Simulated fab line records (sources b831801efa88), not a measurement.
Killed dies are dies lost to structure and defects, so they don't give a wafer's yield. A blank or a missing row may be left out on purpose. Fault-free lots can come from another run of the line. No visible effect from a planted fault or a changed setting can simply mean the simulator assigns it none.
Comparing a struck lot with a sound one :: flow sky130 :: 21 out of 708 route steps
Sound: the wafers L697.2, L697.3, L697.6. Wafers L706.2, L706.3, L706.6 were the ones struck. Last of all comes the cause.
Order at every step that has rows: each side's tool, ch and its chambers, its first start. Under that, the readings that differ: sound wafers :: struck wafers :: difference of the means :: sigmas: that difference in standard deviations of wafers without a fault.
alike: a reading whose means differ by less than 2 such deviations, as well as words and numbers matching on both sides. not compared: withheld readings; readings where some wafer has no value; bounds like >300 that might hide an equal value; numbers whose values overlap and for which the record gives no deviation.
A row with sigmas, a row that says differs or no value, or rows on one side alone: a step with any of these is where the two part. Numbers that have no deviation but don't overlap get no sigmas and don't part them. A reading missing from all wafers of one side parts the sides only when that side holds two or more wafers.

first, 1 step without rows for these wafers: SKY_RES_XHIGH_IMPLANT_07.
SKY_RES_XHIGH_STRIP_08: strips in O2/N2.
  sound on plasmaAsher-02 ch 0,1, day 30 04:27; struck on plasmaAsher-01 ch 0,1, day 33 07:06
  alike: drypumpMotorCurrentA, oesProductAu, stripTimeToEndpointS
  not compared: rfHoursCounterH
SKY_RES_XHIGH_TW_MEAS_09:
  sound on filmMetro-01, day 30 04:34; struck on filmMetro-02, day 33 07:13
  alike: RES_XHIGH_TW
then, 7 steps without rows for these wafers: SKY_SD_N_DEHYDRATE_00 (time 60 s); SKY_SD_N_HMDS_01 (prime time 60 s); SKY_SD_N_COAT_02 (resist thk 1140 nm); SKY_SD_N_SOFTBAKE_03 (time 60 s); SKY_SD_N_EXPOSE_04 (exposes mask NSDM, target cd 380 nm); SKY_SD_N_PEB_05; SKY_SD_N_DEVELOP_06 (develop time 60 s).
SKY_SD_N_CD_MEAS_07: target cd 380 nm.
  sound on cdSem-01, day 31 07:26; struck on cdSem-02, day 34 10:07
  alike: cdNm
SKY_SD_N_OVL_MEAS_08:
  sound on overlay-01, day 31 07:32; struck on overlay-02, day 34 10:13
  alike: SD_N_OVL
SKY_SD_N_IMPLANT_09:
  sound on implanter-01 ch 0, day 31 07:35; struck on implanter-01 ch 0, day 34 10:17
reading: beamOnS (s)
sound: 18.7 18.7 18.2
struck: 10.0 9.9 9.7
difference: -8.7
sigmas: -5

reading: doseIonsCm2
sound: 3.995e+15 3.999e+15 3.996e+15
struck: 2.01e+15 2.016e+15 2.017e+15
difference: -1.98e+15
sigmas: -99 or more
then, 1 step without rows for these wafers: SKY_SD_N_IMPLANT_10.
SKY_SD_N_STRIP_11: strips in O2/N2.
  sound on plasmaAsher-02 ch 0,1, day 31 07:52; struck on plasmaAsher-04 ch 0,1, day 34 10:33
reading: oesProductAu (a.u.)
sound: 0.530 0.522 0.525
struck: 0.557 0.566 0.565
difference: +0.037
sigmas: +9

reading: stripTimeToEndpointS (s)
sound: 22.48 22.48 22.50
struck: 20.23 20.26 20.23
difference: -2.25
sigmas: -53
  alike: drypumpMotorCurrentA
  not compared: rfHoursCounterH
SKY_SD_N_TW_MEAS_12:
  sound on filmMetro-01, day 31 07:59; struck on filmMetro-01, day 34 10:40
reading: SD_N_TW
sound: 4003 4011 3988
struck: 3884 3905 3897
difference: -105
sigmas: -3
then, 1 step without rows for these wafers: SKY_SD_N_CLEAN_13 (cleans in SC1/SC2, time 150 s).
SKY_SD_N_RTA_14: time 2 s.
  sound on rtpAnneal-01 ch 0, day 31 08:05; struck on rtpAnneal-02 ch 0, day 34 10:46
  alike: annealTempCMax, chamberO2Ppm, lampPowerPct, wafer_temp_C_max
SKY_SD_N_RS_MEAS_16: measures by four-point-probe.
  sound on filmMetro-01, day 31 08:18; struck on filmMetro-02, day 34 10:58
reading: SD_N_RS (ohm/sq)
sound: 68.54 68.74 68.39
struck: 77.44 77.40 77.52
difference: +8.90
sigmas: +68
SKY_SD_N_RS_MEAS_17: measures by four-point-probe.
  sound on filmMetro-01, day 31 08:25; struck on filmMetro-02, day 34 11:05
  alike: SD_P_RS
-- a jump in the record: the struck wafers' starts before and after are 16 days apart (it breaks off in module SD_N and resumes in module PAD_OPEN, where the first step shown is number 708 of the route) --
SKY_PAD_OPEN_PROBE_99:
  sound on prober-01, day 48 06:52; struck on prober-02, day 50 06:28
reading: model.etest.resNdiff.lineOhmUm
sound: 790.4 754.7 766
struck: 890.2 888.8 913
difference: +127.0
sigmas: 

reading: model.etest.nfetG5v0d10v5.rOnOhmUm
sound: 1910 1904 1904
struck: 1966 1986 1974
difference: +69
sigmas: 

reading: model.etest.sonosUncharged.rOnOhmUm
sound: 833 811.2 837.9
struck: 878.5 875.4 898.5
difference: +56.8
sigmas: 

reading: model.etest.liconNdiff.rcOhm
sound: 190 181.8 188.9
struck: 222.8 229.4 220.7
difference: +37.4
sigmas: 

reading: model.etest.resNdiffHv.rsOhmSq
sound: 114.5 114.2 114.3
struck: 134.9 134.9 134.6
difference: +20.5
sigmas: 

reading: model.etest.resNdiff.rsOhmSq
sound: 121.1 119.6 118.6
struck: 139.4 139.5 139.9
difference: +19.8
sigmas: 
  alike: killed_at_M0_to_M3, killed_at_M4_up, killedAtContacts, killedAtFrontEnd, killedAtOther, killedDies, killedOpen, killedShort
  not compared: model.etest.nfet_01v8.rOnOhmUm

WHERE THEY PART
Earliest at SKY_SD_N_IMPLANT_09; latest, in this record, at SKY_SD_N_RS_MEAS_16. Later steps at which nothing parts them and some readings are alike: SKY_SD_N_RS_MEAS_17, SKY_PAD_OPEN_PROBE_99.

WHY: whatever the simulator had introduced
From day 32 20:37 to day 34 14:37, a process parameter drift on implanter-01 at SKY_SD_N_IMPLANT_09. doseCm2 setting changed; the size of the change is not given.
